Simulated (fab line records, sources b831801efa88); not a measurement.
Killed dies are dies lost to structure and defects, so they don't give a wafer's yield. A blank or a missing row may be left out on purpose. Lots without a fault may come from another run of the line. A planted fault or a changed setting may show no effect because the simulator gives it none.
Which tool did it? | flow gf180mcu | 12 lots, 36 wafers sampled, at 5 steps of a route of 602

WHAT THE GAUGES READ, wafer by wafer
GF_STI_THK_MEAS_02. Usual: STI_OXIDATION_THK 10.09 nm, standard deviation 0.22.
lot  | measured    | on            | STI_OXIDATION_THK (nm) | flag
L549 | day 1 11:31 | film_metro-01 | 10.26 10.39 10.00      |
L551 | day 1 21:31 | film_metro-02 | 9.94 10.12 10.01       |
L553 | day 2 08:15 | film_metro-03 | 9.59 9.69 9.66         |
L554 | day 2 13:16 | film_metro-02 | 9.75 9.73 9.67         |
L555 | day 2 17:31 | film_metro-01 | 9.95 10.00 10.12       |
L557 | day 3 03:31 | film_metro-01 | 10.06 10.11 10.15      |
L564 | day 4 14:52 | film_metro-02 | 10.12 10.07 10.29      |
L566 | day 5 00:31 | film_metro-01 | 9.83 10.04 9.86        |
L568 | day 5 10:55 | film_metro-01 | 10.37 10.13 10.23      |
L569 | day 5 15:32 | film_metro-03 | 10.03 10.08 10.02      |
L570 | day 5 20:31 | film_metro-03 | 9.76 9.76 9.69         |
L571 | day 6 02:26 | film_metro-01 | 10.48 10.43 10.40      |

GF_STI_THK_MEAS_04. Usual: STI_CVD_03_THK 209.4 nm, standard deviation 2.1.
lot  | measured    | on            | STI_CVD_03_THK (nm) | flag
L549 | day 1 14:33 | film_metro-01 | 210.6 211.6 210.9   |
L551 | day 1 23:34 | film_metro-01 | 213.4 212.8 211.6   |
L553 | day 2 10:18 | film_metro-03 | 169.0 166.8 164.8   | OFF
L554 | day 2 15:19 | film_metro-02 | 171.5 171.8 171.5   | OFF
L555 | day 2 19:34 | film_metro-01 | 167.0 167.1 166.7   | OFF
L557 | day 3 05:34 | film_metro-01 | 209.8 208.7 208.1   |
L564 | day 4 16:55 | film_metro-01 | 208.6 209.5 208.2   |
L566 | day 5 02:34 | film_metro-02 | 209.6 211.0 208.5   |
L568 | day 5 12:58 | film_metro-03 | 213.1 211.9 210.1   |
L569 | day 5 17:35 | film_metro-03 | 211.6 213.4 211.3   |
L570 | day 5 22:34 | film_metro-02 | 210.5 209.4 211.5   |
L571 | day 6 04:29 | film_metro-02 | 207.9 208.7 210.3   |

GF_MVSD_OVL_MEAS_07. Usual: MVSD_OVL -0.4 nm, standard deviation 1.1.
lot  | measured    | on         | MVSD_OVL (nm)  | flag
L549 | day 4 10:58 | overlay-01 | -0.7 0.0 0.0   |
L551 | day 4 19:52 | overlay-02 | 0.3 -0.8 0.2   |
L553 | day 5 10:04 | overlay-02 | -0.1 -0.2 0.8  |
L554 | day 5 14:43 | overlay-02 | 0.3 -0.1 1.7   |
L555 | day 5 21:01 | overlay-01 | -0.8 -0.2 -2.7 |
L557 | day 6 10:13 | overlay-02 | -0.2 0.5 0.3   |
L564 | day 8 01:57 | overlay-02 | -0.2 -0.2 -0.1 |
L566 | day 8 12:55 | overlay-02 | -2.2 -2.3 -1.4 |
L568 | day 9 01:14 | overlay-02 | 0.2 1.2 -2.2   |
L569 | day 9 05:59 | overlay-02 | 0.6 -1.8 1.9   |
L570 | day 9 10:55 | overlay-02 | 0.5 -1.1 0.0   |
L571 | day 9 18:16 | overlay-02 | -2.1 -3.2 -2.0 |

WHICH TOOL RAN EACH LOT (tool, then ch and the chambers of the sampled wafers, then the start)
lot  | GF_STI_CVD_03              | GF_STI_ETCH_13
L549 | lpcvd-02 ch 1, day 1 11:34 | rie_diel-02 ch 1,3, day 2 02:35
L551 | lpcvd-02 ch 0, day 1 21:34 | rie_diel-03 ch 1,2,3, day 2 10:38
L553 | lpcvd-02 ch 1, day 2 08:18 | rie_diel-01 ch 0,3, day 2 23:06
L554 | lpcvd-02 ch 1, day 2 13:19 | rie_diel-01 ch 0,2, day 3 02:41
L555 | lpcvd-02 ch 0, day 2 17:34 | rie_diel-02 ch 0,1,2, day 3 08:02
L557 | lpcvd-01 ch 1, day 3 03:34 | rie_diel-01 ch 1,2,3, day 3 18:27
L564 | lpcvd-01 ch 0, day 4 14:54 | rie_diel-03 ch 0,1,2, day 5 07:05
L566 | lpcvd-01 ch 0, day 5 00:34 | rie_diel-02 ch 1,2, day 5 16:35
L568 | lpcvd-01 ch 0, day 5 10:58 | rie_diel-01 ch 0,2, day 6 03:59
L569 | lpcvd-01 ch 0, day 5 15:34 | rie_diel-03 ch 0,1,3, day 6 08:59
L570 | lpcvd-02 ch 0, day 5 20:34 | rie_diel-02 ch 0,3, day 6 13:53
L571 | lpcvd-02 ch 1, day 6 02:30 | rie_diel-01 ch 0,1,3, day 6 19:38
- GF_STI_CVD_03: deposits Si3N4 from DCS/NH3, target thk 207.16 nm, time 3551 s.
- GF_STI_ETCH_13: etches the open film in CHF3/O2, stops on Si, target depth 282.31 nm, time 112.9 s.

WHAT THE TOOLS THEMSELVES READ (means of the sampled wafers that have a number; where no wafer has one, the mark that the record gives instead)
GF_STI_CVD_03. Usual: spike_tc_centre_C 770.8 C, standard deviation 1.1; susceptor_temp_C 770.0 C, standard deviation 0.3.
lot  | tool     | spike_tc_centre_C (C) | susceptor_temp_C (C) | flag
L549 | lpcvd-02 | 770.4                 | 769.8                |
L551 | lpcvd-02 | 771.4                 | 770.1                |
L553 | lpcvd-02 | 770.8                 | -                    | OFF
L554 | lpcvd-02 | 770.7                 | -                    | OFF
L555 | lpcvd-02 | 771.9                 | -                    | OFF
L557 | lpcvd-01 | 770.6                 | 770.1                |
L564 | lpcvd-01 | 770.2                 | 770.2                |
L566 | lpcvd-01 | 770.8                 | 770.2                |
L568 | lpcvd-01 | 770.4                 | 769.8                |
L569 | lpcvd-01 | 770.7                 | 770.1                |
L570 | lpcvd-02 | 771.9                 | 770.0                |
L571 | lpcvd-02 | 770.6                 | 769.8                |

GF_STI_ETCH_13. Usual: bias_w 200.0 W, standard deviation 0.59; chf3_flow_sccm 49.99 sccm, standard deviation 0.15; drypump_motor_current_A 5.8 A, standard deviation 0.61; oes_product_au 0.837 a.u., standard deviation 0.0063; throttle_valve_pct 8.810 %, standard deviation 0.0089.
lot  | tool        | bias_w (W) | chf3_flow_sccm (sccm) | drypump_motor_current_A (A) | oes_product_au (a.u.) | throttle_valve_pct (%) | flag
L549 | rie_diel-02 | 200.7      | 50.01                 | 5.6                         | 0.839                 | 8.817                  |
L551 | rie_diel-03 | 199.9      | 50.19                 | 5.8                         | 0.847                 | 8.810                  |
L553 | rie_diel-01 | 200.6      | 50.00                 | 6.2                         | 0.743                 | 8.790                  | OFF
L554 | rie_diel-01 | 200.1      | 50.01                 | 5.6                         | 0.751                 | 8.779                  | OFF
L555 | rie_diel-02 | 199.6      | 50.00                 | 6.2                         | 0.742                 | 8.779                  | OFF
L557 | rie_diel-01 | 199.9      | 49.91                 | 5.9                         | 0.836                 | 8.810                  |
L564 | rie_diel-03 | 199.9      | 49.74                 | 5.5                         | 0.833                 | 8.806                  |
L566 | rie_diel-02 | 199.8      | 49.84                 | 6.4                         | 0.836                 | 8.820                  |
L568 | rie_diel-01 | 200.6      | 50.07                 | 5.6                         | 0.841                 | 8.815                  |
L569 | rie_diel-03 | 199.9      | 49.79                 | 5.4                         | 0.843                 | 8.811                  |
L570 | rie_diel-02 | 199.8      | 50.13                 | 5.3                         | 0.839                 | 8.805                  |
L571 | rie_diel-01 | 200.0      | 49.98                 | 6.2                         | 0.838                 | 8.816                  |

THE ANSWER, worked out from the rows above alone
Rule: a lot is off if the mean of its wafers that have a number lies more than 3 standard deviations from the usual mean. A lot without any number at a reading at which 4 lots or more have one is off too. The other lots that the step has rows for count as sound. The gauges are gone through in route order, then the tools' own readings, and for those a lot's mean is taken as printed above. The first step at which some lot is off is used, and at that step the reading that is off furthest; a lot without a number counts as furthest.
Off: L553, L554, L555, at GF_STI_THK_MEAS_04 (STI_CVD_03_THK).
A tool fits if, at a process step before that reading, it ran every lot that is off, and no sound lot after the first of them. The gauges at GF_STI_THK_MEAS_04 aren't tried: what is off there is off at GF_STI_CVD_03 too, on other tools, and a gauge's error can't cause that. None of those tried fits.

WHAT THE SIMULATOR HAD PUT IN
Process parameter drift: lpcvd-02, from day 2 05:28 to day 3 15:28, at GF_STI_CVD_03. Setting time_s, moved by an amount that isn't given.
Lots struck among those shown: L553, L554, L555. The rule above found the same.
